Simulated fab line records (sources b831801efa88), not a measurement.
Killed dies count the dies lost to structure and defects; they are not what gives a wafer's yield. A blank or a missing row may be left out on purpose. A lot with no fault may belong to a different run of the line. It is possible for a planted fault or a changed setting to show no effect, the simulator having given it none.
Problem report, 8D (eight disciplines) form, completed by code    flow gf180mcu    the parts of the form that need people (team, actions taken, sign-off) are left out

## 1. THE PROBLEM
head_pressure_psi at GF_CONTACT_CMP_27 reads a mean of 3.913 psi on 2 wafers of 2 lots; wafers without a fault read 3.499 psi with a standard deviation of 0.0079. That puts it +52 standard deviations away from the usual mean.
The step: polishes, stops on SiO2, t overpolish 15 s, target thk 0 nm.
The first sign was on wafer L523.1 at day 17 20:40, on cmp-02. The record has a number at this step for 42 wafers belonging to 14 lots. The rule behind "out" and "out of limits": a value lying over 4 standard deviations away from the usual mean. All remaining wafers that have a number are taken as sound.

## 2. WHAT IT IS, WHAT IT ISN'T
question                     is                 is not
which readings at this step  head_pressure_psi  motor_current_A, overpolish_run_s, time_to_endpoint_s
which lots                   L523, L524         L519, L521, L522, L532, L533, L534, L536, L537, L538, L539, L541, L542
which wafers of those lots   L523.1, L524.5     L523.2, L523.3, L524.2, L524.3
read on which tools          cmp-02             cmp-01
when                         from day 17 20:40  up to then (11 sound wafers); but 29 sound wafers of L524, L532, L533, L534, L536, L537, L538, L539, L541, L542 came after

## 3. WHAT RULES OUT EACH SUSPECT
Counting: any tool at a process step up to the reading remains a suspect provided it ran every lot that is out. Sound lots after the first of them don't rule it out here, since some wafers of a struck lot are sound.
- cmp-02 at GF_CONTACT_CMP_27 (polishes, stops on SiO2, t overpolish 15 s, target thk 0 nm): kept. It ran every lot that is out, first L523 (day 17 20:40); its last sound lot up to then is L522 (day 17 14:42). Its own readings are out on those wafers: head_pressure_psi.
- Within cmp-02 at GF_CONTACT_CMP_27: the wafers that are out ran in chamber 0; their sound lot-mates ran in chambers 1, 2.
After counting, what remains is cmp-02 at GF_CONTACT_CMP_27.

## 4. THE CAUSE (what the simulator had put in)
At GF_CONTACT_CMP_27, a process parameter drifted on cmp-02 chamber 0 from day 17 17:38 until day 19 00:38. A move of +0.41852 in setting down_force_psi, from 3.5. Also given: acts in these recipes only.
After counting, this tool was the only one left.

## 5. THE EFFECT CHAIN, in route order
One row per reading whose mean, taken over the struck wafers that have a number, lies over 3 standard deviations from the usual. Scope: only readings with a usual standard deviation given in the record; hours: median across lots of the time from each lot's start at the first step in this table that gives one to its start at this step; sigmas: change in usual standard deviations.
hours  step               reading            usual      on struck wafers  change  sigmas
0      GF_CONTACT_CMP_27  head_pressure_psi  3.499 psi  3.913             +0.414  +52
The process steps in it:
- GF_CONTACT_CMP_27: polishes, stops on SiO2, t overpolish 15 s, target thk 0 nm.

## 6. HOW IT WOULD HAVE BEEN CAUGHT EARLIER
3 hours passed between the start of the fault at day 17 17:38 and the first reading out of limits in this record, taken at day 17 20:40.
